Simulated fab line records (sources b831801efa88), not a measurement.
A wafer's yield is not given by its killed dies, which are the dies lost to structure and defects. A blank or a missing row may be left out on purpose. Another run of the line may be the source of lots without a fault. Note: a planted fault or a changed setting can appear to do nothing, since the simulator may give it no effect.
Struck lot and sound lot, side by side ; flow sky130 ; 16 out of 708 route steps
Sound: wafers L365.2, L365.3, L365.6. The struck wafers were L360.2, L360.4, L360.6. At the end, the cause is stated.
At each step with rows: each side's tool, then ch and its chambers, then its first start. Under that, the readings that differ: sound wafers ; struck wafers ; difference of the means ; sigmas: that difference in standard deviations of wafers without a fault.
alike: readings whose means differ by less than 2 such deviations, and words and numbers that are the same on both sides. not compared: withheld readings, readings that some wafer has no value for, bounds like >300 that may hide the same value, and numbers for which the record gives no deviation and whose values overlap.
Wherever a step has rows on one side only, a row that says differs or no value, or a row with sigmas, the two part there. Non-overlapping numbers with no deviation appear without sigmas and do not part them. A reading missing from all wafers of one side parts the sides only when that side holds two or more wafers.

first, 5 steps without rows for these wafers: SKY_SONOS_TUNNEL_COAT_02 (resist thk 1140 nm); SKY_SONOS_TUNNEL_SOFTBAKE_03 (time 60 s); SKY_SONOS_TUNNEL_EXPOSE_04 (exposes mask TUNM, target cd 410 nm); SKY_SONOS_TUNNEL_PEB_05; SKY_SONOS_TUNNEL_DEVELOP_06 (develop time 60 s).
SKY_SONOS_TUNNEL_CD_MEAS_07: target cd 410 nm.
  sound on cd_sem-01 at day 17 23:44; struck on cd_sem-01 at day 15 17:04
  alike: cd_nm
SKY_SONOS_TUNNEL_OVL_MEAS_08:
  sound on overlay-02 at day 17 23:50; struck on overlay-01 at day 15 17:10
reading;sound;struck;difference;sigmas
SONOS_TUNNEL_OVL (nm);-1.7 -3.4 -0.9;0.6 1.2 2.0;+3.3;+2
then, 3 steps without rows for these wafers: SKY_SONOS_TUNNEL_IMPLANT_09; SKY_SONOS_TUNNEL_WET_ETCH_10 (etches SiO2 in dHF, target depth 14 nm, time 280 s); SKY_SONOS_TUNNEL_STRIP_11 (strips in SPM, time 600 s).
SKY_SONOS_TUNNEL_TW_MEAS_12:
  sound on film_metro-02 at day 18 00:17; struck on film_metro-02 at day 15 17:38
  alike: SONOS_TUNNEL_TW
then, 1 step without rows for these wafers: SKY_SONOS_TUNNEL_CLEAN_13 (cleans in dHF, time 20 s).
SKY_SONOS_ONO_OXIDATION_00: stabilise 600 s, purge 300 s, target thk 2.6 nm.
  sound on furnace-02 ch 0, day 18 01:40; struck on furnace-01 ch 0, day 15 18:26
reading;sound;struck;difference;sigmas
spike_tc_bottom_C (C);816 817 816;826 828 827;+11;+3
spike_tc_centre_C (C);801.5 801.5 803.5;805.0 805.3 805.2;+3.0;+2
spike_tc_lower_C (C);800.3 799.9 799.3;802.7 801.7 803.3;+2.7;+3
spike_tc_top_C (C);810.8 811.4 809.8;811.3 813.8 814.9;+2.7;+3
spike_tc_upper_C (C);802.1 802.0 801.2;804.8 804.6 804.1;+2.7;+3
tube_center_temp_C (C);799.99 800.1 800.03;803.82 803.81 803.67;+3.73;+51
tube_center_temp_C_max;801.9 802.1 802.4;806.1 806.4 805.9;+4.0;+11
model.SiO2_of_SONOS_ONO_OXIDATION_00.thk_nm (nm);2.584 2.601 2.544;2.717 2.662 2.677;+0.109;
  alike: zone_power_upper_pct
SKY_SONOS_ONO_THK_MEAS_01:
  sound on film_metro-04 at day 18 03:02; struck on film_metro-04 at day 15 19:47
reading;sound;struck;difference;sigmas
SONOS_ONO_OXIDATION_THK (nm);2.60 2.61 2.53;2.74 2.69 2.69;+0.13;+2
then, 1 step without rows for these wafers: SKY_SONOS_ONO_CVD_02 (deposits Si3N4 from DCS/NH3, target thk 10.5 nm, time 180 s).
-- record jumps: 33 days separate the struck wafers' starts on either side; left off in module SONOS_ONO, taken up again in module PAD_OPEN, whose first shown step is the route's number 708 --
SKY_PAD_OPEN_PROBE_99:
  sound on prober-01 at day 50 06:30; struck on prober-01 at day 48 23:37
  alike: killed_at_M0_to_M3, killed_at_M4_up, killed_at_contacts, killed_at_front_end, killed_at_other, killed_dies, killed_open, killed_short
  not compared: model.etest.sonos_erased.vt_v

## WHERE THEY PART
First at SKY_SONOS_TUNNEL_OVL_MEAS_08; last, within this record, at SKY_SONOS_ONO_THK_MEAS_01. Later steps at which nothing parts them and some readings are alike: SKY_PAD_OPEN_PROBE_99.

WHY: what the simulator had put in
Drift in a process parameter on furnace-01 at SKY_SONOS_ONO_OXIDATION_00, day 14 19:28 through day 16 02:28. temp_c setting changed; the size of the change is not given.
